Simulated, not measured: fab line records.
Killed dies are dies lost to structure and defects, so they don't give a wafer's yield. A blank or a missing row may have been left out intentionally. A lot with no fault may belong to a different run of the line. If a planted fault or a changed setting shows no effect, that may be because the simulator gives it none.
A lot that was struck, set against a sound lot -- flow sky130 -- 14 out of 708 route steps
Sound: these wafers, L446.1, L446.2, L446.3. The struck wafers were L461.2, L461.3, L461.4. The cause is given at the end.
Each step with rows lists, per side, the tool, then ch with its chambers, then its first start. Under that, the readings that differ: sound wafers -- struck wafers -- difference of the means -- sigmas: that difference in standard deviations of wafers without a fault.
alike: a reading whose means differ by less than 2 such deviations, as well as words and numbers matching on both sides. not compared: withheld readings; readings where some wafer has no value; bounds like >300 that might hide an equal value; numbers whose values overlap and for which the record gives no deviation.
The two part at a step that has a row with sigmas, a row that says differs or no value, or rows on one side only. When numbers do not overlap yet have no deviation, they are printed without sigmas and do not part them. Lack of a reading on every wafer of one side parts them only where that side has two or more wafers.

first, 3 steps without rows for these wafers: SKY_SD_P_EXPOSE_04 (exposes mask PSDM, target cd 380 nm); SKY_SD_P_PEB_05; SKY_SD_P_DEVELOP_06 (develop time 60 s).
SKY_SD_P_CD_MEAS_07 targets a cd of 380 nm.
  sound: cd-sem-01 at day 27 06:26; struck: cd-sem-01 at day 32 00:57
  alike: cd-nm
SKY_SD_P_OVL_MEAS_08:
  sound: overlay-02 at day 27 06:33; struck: overlay-02 at day 32 01:04
reading,sound,struck,difference,sigmas
SD_P_OVL (nm),-1.6 0.0 -2.0,3.2 1.6 2.8,+3.7,+3
then, 1 step without rows for these wafers: SKY_SD_P_IMPLANT_09.
SKY_SD_P_STRIP_10: strips in O2/N2.
  sound on plasma-asher-04 ch 0,1, day 27 06:44; struck on plasma-asher-02 ch 0,1, day 32 01:14
reading,sound,struck,difference,sigmas
drypump-motor-current-A (A),6.0 6.4 6.4,5.2 5.2 5.2,-1.1,-2
  alike: oes-product-au, strip-time-to-endpoint-s
  not compared: rf-hours-counter-h
SKY_SD_P_TW_MEAS_11:
  sound: film-metro-02 at day 27 06:50; struck: film-metro-04 at day 32 01:21
  alike: SD_P_TW
then, 4 steps without rows for these wafers: SKY_RES_XHIGH_DEHYDRATE_00 (time 60 s); SKY_RES_XHIGH_HMDS_01 (prime time 60 s); SKY_RES_XHIGH_COAT_02 (resist thk 1140 nm); SKY_RES_XHIGH_SOFTBAKE_03 (time 60 s).
SKY_RES_XHIGH_EXPOSE_04: exposes mask URPM, target cd 1270 nm.
  sound on iline-stepper-02 ch 0, day 27 23:16; struck on iline-stepper-01 ch 0, day 32 15:17
reading,sound,struck,difference,sigmas
mask,URPM#0 URPM#0 URPM#0,URPM_R1#0 URPM_R1#0 URPM_R1#0,differs,
then, 1 step without rows for these wafers: SKY_RES_XHIGH_PEB_05.

== WHERE THEY PART ==
First at SKY_SD_P_OVL_MEAS_08; last, within this record, at SKY_RES_XHIGH_EXPOSE_04.

WHY: what had been put in by the simulator
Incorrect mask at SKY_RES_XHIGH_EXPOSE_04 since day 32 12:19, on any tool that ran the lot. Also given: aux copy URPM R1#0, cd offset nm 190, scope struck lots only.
